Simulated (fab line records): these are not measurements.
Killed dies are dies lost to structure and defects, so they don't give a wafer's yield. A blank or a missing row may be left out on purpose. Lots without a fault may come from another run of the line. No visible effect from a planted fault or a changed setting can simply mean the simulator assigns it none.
A lot that was struck, set against a sound lot ; flow sky130 ; 18 steps out of a route of 708
Sound: the wafers L816.1, L816.4, L816.5. Wafers L811.2, L811.4, L811.6 were the ones struck. The cause is named last.
At each step with rows: each side's tool, then ch and its chambers, then its first start. Under that, the readings that differ: sound wafers ; struck wafers ; difference of the means ; sigmas: that difference in standard deviations of wafers without a fault.
alike: readings with means less than 2 such deviations apart, plus words and numbers identical on both sides. not compared: withheld readings, readings lacking a value on some wafer, bounds such as >300 that could conceal the same value, and numbers that have no deviation in the record and whose values overlap.
Wherever a step has rows on one side only, a row that says differs or no value, or a row with sigmas, the two part there. Numbers that don't overlap but have no deviation are shown without sigmas and don't part them. A reading missing from all wafers of one side parts the sides only when that side holds two or more wafers.

first, 7 steps without rows for these wafers: SKY_LDD_N_IMPLANT_09; SKY_LDD_N_IMPLANT_10; SKY_LDD_N_IMPLANT_11; SKY_LDD_N_IMPLANT_12; SKY_LDD_N_IMPLANT_13; SKY_LDD_N_IMPLANT_14; SKY_LDD_N_IMPLANT_15.
SKY_LDD_N_STRIP_16: strips in O2/N2.
  sound on plasmaAsher-02 ch 1, day 22 21:50; struck on plasmaAsher-03 ch 0, day 21 20:28
  alike: drypumpMotorCurrentA, oesProductAu, stripTimeToEndpointS
  not compared: rfHoursCounterH
SKY_LDD_N_TW_MEAS_17:
  struck on filmMetro-03, day 21 20:35; sound on filmMetro-03, day 22 21:56
  alike: LDD_N_TW
then, 3 steps without rows for these wafers: SKY_LDD_P_DEHYDRATE_00 (time 60 s); SKY_LDD_P_HMDS_01 (prime time 60 s); SKY_LDD_P_COAT_02 (resist thk 1140 nm).
SKY_LDD_P_SOFTBAKE_03: time 60 s.
  sound on lithoTrack-03 ch 0, day 23 12:52; struck on lithoTrack-01 ch 0, day 22 11:32
reading;sound;struck;difference;sigmas
heaterPowerTotalW (W);56.62 56.56 56.60;63.00 62.93 62.97;+6.37;+99 or more
runLengthS (s);88.86 89.15 88.93;72.92 73.17 73.14;-15.90;-59
  alike: exhaustPa
then, 2 steps without rows for these wafers: SKY_LDD_P_EXPOSE_04 (exposes mask PSDM, target cd 380 nm); SKY_LDD_P_PEB_05.
SKY_LDD_P_DEVELOP_06: develop time 60 s.
  sound on lithoTrack-02 ch 0, day 24 04:09; struck on lithoTrack-01 ch 0, day 23 02:14
  alike: exhaustPa
  not compared: model.NOVOLAK_of_LDD_P_COAT_02.thkNm
SKY_LDD_P_CD_MEAS_07: the cd target is 380 nm.
  struck on cdSem-02, day 23 02:23; sound on cdSem-02, day 24 04:18
  alike: cdNm
then, 1 step without rows for these wafers: SKY_PAD_OPEN_PROBE_99.

## WHERE THEY PART
Within this record, at SKY_LDD_P_SOFTBAKE_03 only. Later steps at which nothing parts them and some readings are alike: SKY_LDD_P_DEVELOP_06, SKY_LDD_P_CD_MEAS_07.

WHY: what the simulator had put in
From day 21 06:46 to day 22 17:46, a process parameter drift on lithoTrack-01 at SKY_LDD_P_SOFTBAKE_03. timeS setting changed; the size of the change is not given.
